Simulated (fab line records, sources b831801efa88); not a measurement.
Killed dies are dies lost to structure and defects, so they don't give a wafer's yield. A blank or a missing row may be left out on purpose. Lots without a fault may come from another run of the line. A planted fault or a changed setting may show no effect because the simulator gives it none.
Which tool did it? | flow gf180mcu | 13 lots, 39 wafers sampled, at 2 steps of a route of 602

WHAT THE GAUGES READ, wafer by wafer
GF_HV_LDD_CD_MEAS_46: target cd 400 nm.
lot  | measured     | on        | cd_nm (nm)
L817 | day 12 09:53 | cd_sem-01 | 398.5 399.2 400.8
L819 | day 13 02:16 | cd_sem-02 | 401.7 403.3 402.8
L820 | day 13 11:01 | cd_sem-02 | 399.7 400.9 400.5
L823 | day 14 06:01 | cd_sem-02 | 395.6 396.5 397.3
L824 | day 14 13:48 | cd_sem-02 | 399.3 398.4 398.1
L822 | day 14 15:49 | cd_sem-02 | 399.6 397.1 400.4
L829 | day 16 08:53 | cd_sem-01 | 399.6 397.7 399.4
L833 | day 17 18:50 | cd_sem-02 | 397.9 400.2 400.1
L835 | day 18 06:55 | cd_sem-01 | 398.2 400.9 399.5
L837 | day 18 22:19 | cd_sem-01 | 400.9 399.3 402.1
L839 | day 19 17:14 | cd_sem-02 | 395.0 394.3 395.7
L840 | day 20 07:41 | cd_sem-01 | 402.8 401.7 402.4
L834 | day 21 04:58 | cd_sem-01 | 402.5 401.0 401.8

GF_HV_LDD_OVL_MEAS_47.
lot  | measured     | on         | HV_LDD_03_OVL (nm)
L817 | day 12 10:01 | overlay-01 | -2.3 0.4 -2.8
L819 | day 13 02:23 | overlay-01 | -1.0 -0.2 -1.1
L820 | day 13 11:08 | overlay-01 | -0.6 -0.4 0.5
L823 | day 14 06:08 | overlay-01 | -0.8 -0.2 0.0
L824 | day 14 13:54 | overlay-01 | -1.5 -2.3 -1.4
L822 | day 14 15:56 | overlay-01 | 0.0 -0.8 -0.1
L829 | day 16 09:01 | overlay-01 | 4.2 1.3 1.0
L833 | day 17 18:58 | overlay-01 | -0.1 -0.2 -0.1
L835 | day 18 07:02 | overlay-02 | 1.0 1.1 0.6
L837 | day 18 22:26 | overlay-02 | 0.3 3.0 3.0
L839 | day 19 17:21 | overlay-01 | -0.8 1.9 -0.5
L840 | day 20 07:48 | overlay-02 | 1.8 1.0 0.4
L834 | day 21 05:05 | overlay-02 | 1.6 0.9 3.0

WHICH TOOL RAN EACH LOT (tool, then ch and the chambers of the sampled wafers, then the start)
The record holds no process step before these readings.

WHAT THE TOOLS THEMSELVES READ (means of the sampled wafers that have a number; where no wafer has one, the mark that the record gives instead)
The record holds no such reading with a usual standard deviation.

THE ANSWER, worked out from the rows above alone
Rule: what is usual is taken from the lots themselves. Put in order of their means at a reading, lots are off if they are a third of the lots or fewer, leave a main group of 4 or more, and stand apart from it by a gap of 3 or more times the standard deviation of the main group's means; of several such gaps the widest counts. A main group whose means are all the same, to the digits that the tables above print for the reading, isn't used. A lot without any number at a reading at which 4 lots or more have one is off too. The other lots that the step has rows for count as sound. The gauges are gone through in route order, then the tools' own readings, and for those a lot's mean is taken as printed above. The first step at which some lot is off is used, and at that step the reading that is off furthest; a lot without a number counts as furthest.
No lot is off at any reading shown: from this, nothing can be told.

WHAT THE SIMULATOR HAD PUT IN
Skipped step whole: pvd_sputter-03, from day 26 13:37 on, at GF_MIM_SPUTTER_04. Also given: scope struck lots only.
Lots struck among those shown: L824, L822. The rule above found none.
